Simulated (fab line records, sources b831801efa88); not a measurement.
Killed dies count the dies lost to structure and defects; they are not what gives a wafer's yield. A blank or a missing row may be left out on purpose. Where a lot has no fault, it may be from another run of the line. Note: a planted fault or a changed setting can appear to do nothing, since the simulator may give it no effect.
Problem report in the 8D (eight disciplines) form, filled by code / flow gf180mcu / the parts of the form that need people (team, actions taken, sign-off) are left out

== 1. THE PROBLEM ==
V4_W_RS at GF_V4_RS_MEAS_24 reads a mean of 0.356 ohm/sq on 2 wafers of 1 lot; wafers without a fault read 0.329 ohm/sq with a standard deviation of 0.0038. Measured from the usual mean, that is +7.2 standard deviations.
The step: measures by four-point-probe.
First observed at day 28 16:40: wafer L894.2, on film_metro-02. At this step, 35 wafers from 12 lots have a number in the record. The rule behind "out" and "out of limits": a value lying over 4 standard deviations away from the usual mean. All remaining wafers that have a number are taken as sound.

== 2. WHAT IT IS; WHAT IT IS NOT ==
question=which readings at this step | is=V4_W_RS | is not=-
question=which lots | is=L894 | is not=L881, L882, L884, L887, L889, L892, L895, L896, L898, L899, L900
question=which wafers of those lots | is=all that have a number | is not=-
question=read on which gauges | is=film_metro-02 | is not=film_metro-01, film_metro-04
question=when | is=from day 28 16:40 | is not=up to then (18 sound wafers); but 15 sound wafers of L895, L896, L898, L899, L900 came after

== 3. WHAT RULES OUT EACH SUSPECT ==
Counting: a tool stays on the suspect list if, at a process step up to the reading, it processed all lots that are out and no sound lot following the first of them.
- the gauge at GF_V4_RS_MEAS_24: ruled out. All the wafers that are out were read on film_metro-02, but those of them that GF_V4_CVD_23 has rows for are out there too, on other tools.
- cvd_w-02 at GF_V4_CVD_23 (deposits W, target thk 350 nm, time 104.9 s): kept. It ran the lot that is out, L894 (day 28 16:29), and no sound lot after that; its last sound lot up to then is L892 (day 28 01:20). Its own chamber_pressure_Torr readings are out on those wafers.
Left after counting: cvd_w-02 at GF_V4_CVD_23.

== 4. THE CAUSE (what the simulator had put in) ==
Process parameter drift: cvd_w-02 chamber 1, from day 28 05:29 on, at GF_V4_CVD_23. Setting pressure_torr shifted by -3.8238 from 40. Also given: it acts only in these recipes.
Only this tool survived the counting.

== 5. SEQUENCE OF EFFECTS, ordered by route ==
Each row: a reading where the mean over the struck wafers with a number is more than 3 standard deviations away from the usual. Only readings for which the record gives a usual standard deviation are gone through. hours: the time from each lot's start at the first step in this table that gives one to its start at this step, as a median over the lots. sigmas: the change in usual standard deviations.
hours=0; step=GF_V4_CVD_23; reading=chamber_pressure_Torr; usual=40.00 Torr; on struck wafers=36.20; change=-3.80; sigmas=-44
hours=0; step=GF_V4_RS_MEAS_24; reading=V4_W_RS; usual=0.329 ohm/sq; on struck wafers=0.356; change=+0.027; sigmas=+7.2
hours=0; step=GF_V4_THK_MEAS_25; reading=V4_W_THK; usual=351 nm; on struck wafers=321; change=-30; sigmas=-5.4
Process steps it contains:
- GF_V4_CVD_23: deposits W, target thk 350 nm, time 104.9 s.

== 6. HOW IT WOULD HAVE BEEN CAUGHT EARLIER ==
11 hours passed between the start of the fault at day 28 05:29 and the first reading out of limits at a measuring or inspecting step in this record, taken at day 28 16:40.
Tool's own readings at GF_V4_CVD_23, chamber_pressure_Torr: out on all struck wafers the step has rows for; an alarm limit on them would have tripped on the first.
Each of the lots that are out, 1 in all, had begun GF_V4_CVD_23 on cvd_w-02 no later than day 28 16:40. Tool hold at that time: it would have spared none of them.
